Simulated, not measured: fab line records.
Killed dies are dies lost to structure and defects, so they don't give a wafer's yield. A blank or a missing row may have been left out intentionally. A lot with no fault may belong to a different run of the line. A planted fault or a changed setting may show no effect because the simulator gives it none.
Commonality check across tools | flow sfq line | 48 wafers sampled across 14 lots

## WHAT PROMPTED THE OPENING
At SFQ_JJ_RS_MEAS_929 the reading JJ_NB_RS is flagged on 2 of 14 lots. No-fault wafers: 1.048 ohm/sq, standard deviation 0.012.
Rule: a lot is flagged in two cases, either no wafer of it has a number, or all its wafers with numbers fall more than 4 standard deviations from that mean. As for the other lots, they are considered sound.

lot  | measured     | on            | JJ_NB_RS (ohm/sq), wafer by wafer   | flag
L725 | day 57 07:16 | film metro-03 | 1.054 1.053 1.054                   |
L727 | day 58 18:40 | film metro-03 | 1.063 1.054 1.065                   |
L728 | day 59 01:23 | film metro-04 | 1.024 1.031 1.037                   |
L729 | day 59 08:37 | film metro-04 | 1.043 1.056 1.060                   |
L730 | day 59 15:49 | film metro-01 | 1.040 1.056 1.054                   |
L731 | day 60 15:50 | film metro-01 | 1.042 1.049 1.045                   |
L732 | day 61 02:35 | film metro-01 | 1.051 1.055 1.049                   |
L735 | day 62 10:30 | film metro-03 | 1.055 1.060 1.067                   |
L736 | day 62 15:55 | film metro-03 | 1.043 1.051 1.040                   |
L739 | day 66 15:37 | film metro-03 | 1.053 1.064 1.066                   |
L740 | day 66 19:14 | film metro-03 | 1.032 1.027 1.031                   |
L742 | day 67 01:13 | film metro-01 | 0.724 0.728 0.729 0.725 0.729 0.731 | FLAGGED
L743 | day 67 06:03 | film metro-03 | 0.725 0.726 0.729 0.724 0.726 0.729 | FLAGGED
L744 | day 67 07:15 | film metro-01 | 1.059 1.057 1.063                   |
The mean of the flagged lots' numbers is 0.727 ohm/sq, -0.321 ohm/sq from the usual (-27 standard deviations).

## TOOL THAT RAN EACH LOT
2 process steps preceding the reading are held in the record, out of 325 steps in the route. Each cell gives the tool, then ch followed by the chambers the sampled wafers passed through, then the start.
lot  | flag    | SFQ_TRILAYER_I4_VIA_STRIP_STRIP_107 | SFQ_TRILAYER_JJ_TRILAYER_DEP_SPUTTER_112
L725 |         | rie metal-02 ch 0,1, day 57 05:17   | pvd sputter-06, day 57 07:11
L727 |         | rie metal-01 ch 0,1, day 58 16:40   | pvd sputter-04, day 58 18:34
L728 |         | rie metal-01 ch 0, day 58 23:23     | pvd sputter-06, day 59 01:17
L729 |         | rie metal-01 ch 0, day 59 06:37     | pvd sputter-03, day 59 08:31
L730 |         | rie metal-02 ch 0, day 59 13:50     | pvd sputter-03, day 59 15:44
L731 |         | rie metal-03 ch 0,1, day 60 13:52   | pvd sputter-04, day 60 15:46
L732 |         | rie metal-02 ch 0,1, day 61 00:37   | pvd sputter-04, day 61 02:31
L735 |         | rie metal-01 ch 0,1, day 62 08:29   | pvd sputter-04, day 62 10:25
L736 |         | rie metal-03 ch 0, day 62 13:41     | pvd sputter-06, day 62 15:47
L739 |         | rie metal-03 ch 0,1, day 66 13:38   | pvd sputter-04, day 66 15:32
L740 |         | rie metal-02 ch 0,1, day 66 17:14   | pvd sputter-06, day 66 19:08
L742 | FLAGGED | rie metal-02 ch 0,1, day 66 23:14   | pvd sputter-06, day 67 01:08
L743 | FLAGGED | rie metal-01 ch 0,1, day 67 04:14   | pvd sputter-06, day 67 05:56
L744 |         | rie metal-02 ch 0,1, day 67 05:26   | pvd sputter-04, day 67 07:08
What these steps do:
- SFQ_TRILAYER_I4_VIA_STRIP_STRIP_107: strips in O2.
- SFQ_TRILAYER_JJ_TRILAYER_DEP_SPUTTER_112: material Nb, target thk 170 nm, time 113.3 s.
- SFQ_JJ_RS_MEAS_929: measures by four-point-probe.

## FLAGGED OVER TOTAL, TOOL BY TOOL (the gauges that took the reading come last)
step                                     | tool           | lots run | flagged | share of the flagged lots | sound lots run after its first flagged lot
SFQ_TRILAYER_I4_VIA_STRIP_STRIP_107      | rie metal-01   | 5        | 1       | some                      | 0
SFQ_TRILAYER_I4_VIA_STRIP_STRIP_107      | rie metal-02   | 6        | 1       | some                      | 1 (L744)
SFQ_TRILAYER_I4_VIA_STRIP_STRIP_107      | rie metal-03   | 3        | 0       | none                      | -
SFQ_TRILAYER_JJ_TRILAYER_DEP_SPUTTER_112 | pvd sputter-03 | 2        | 0       | none                      | -
SFQ_TRILAYER_JJ_TRILAYER_DEP_SPUTTER_112 | pvd sputter-04 | 6        | 0       | none                      | -
SFQ_TRILAYER_JJ_TRILAYER_DEP_SPUTTER_112 | pvd sputter-06 | 6        | 2       | all                       | 0
SFQ_JJ_RS_MEAS_929                       | film metro-01  | 5        | 1       | some                      | 1 (L744)
SFQ_JJ_RS_MEAS_929                       | film metro-03  | 7        | 1       | some                      | 0
SFQ_JJ_RS_MEAS_929                       | film metro-04  | 2        | 0       | none                      | -

## WHAT IS ALLOWED BY THE TABLE
All flagged lots share 1 row of the table, namely pvd sputter-06 at SFQ_TRILAYER_JJ_TRILAYER_DEP_SPUTTER_112.
- pvd sputter-06 at SFQ_TRILAYER_JJ_TRILAYER_DEP_SPUTTER_112 ran 6 lots, 2 of them flagged. Last sound lot L740 at day 66 19:08, first flagged lot L742 at day 67 01:08; a fault beginning in between fits. Its own readings lie more than 4 standard deviations out on every wafer of the flagged lots: cathode dc power W.
Left over: one tool, pvd sputter-06 at SFQ_TRILAYER_JJ_TRILAYER_DEP_SPUTTER_112.

## WHAT THE SIMULATOR HAD INSERTED
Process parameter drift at SFQ_TRILAYER_JJ_TRILAYER_DEP_SPUTTER_112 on pvd sputter-06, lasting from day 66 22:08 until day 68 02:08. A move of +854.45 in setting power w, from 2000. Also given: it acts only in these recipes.
Shown lots that were struck: L742, L743. The rule above found the same.
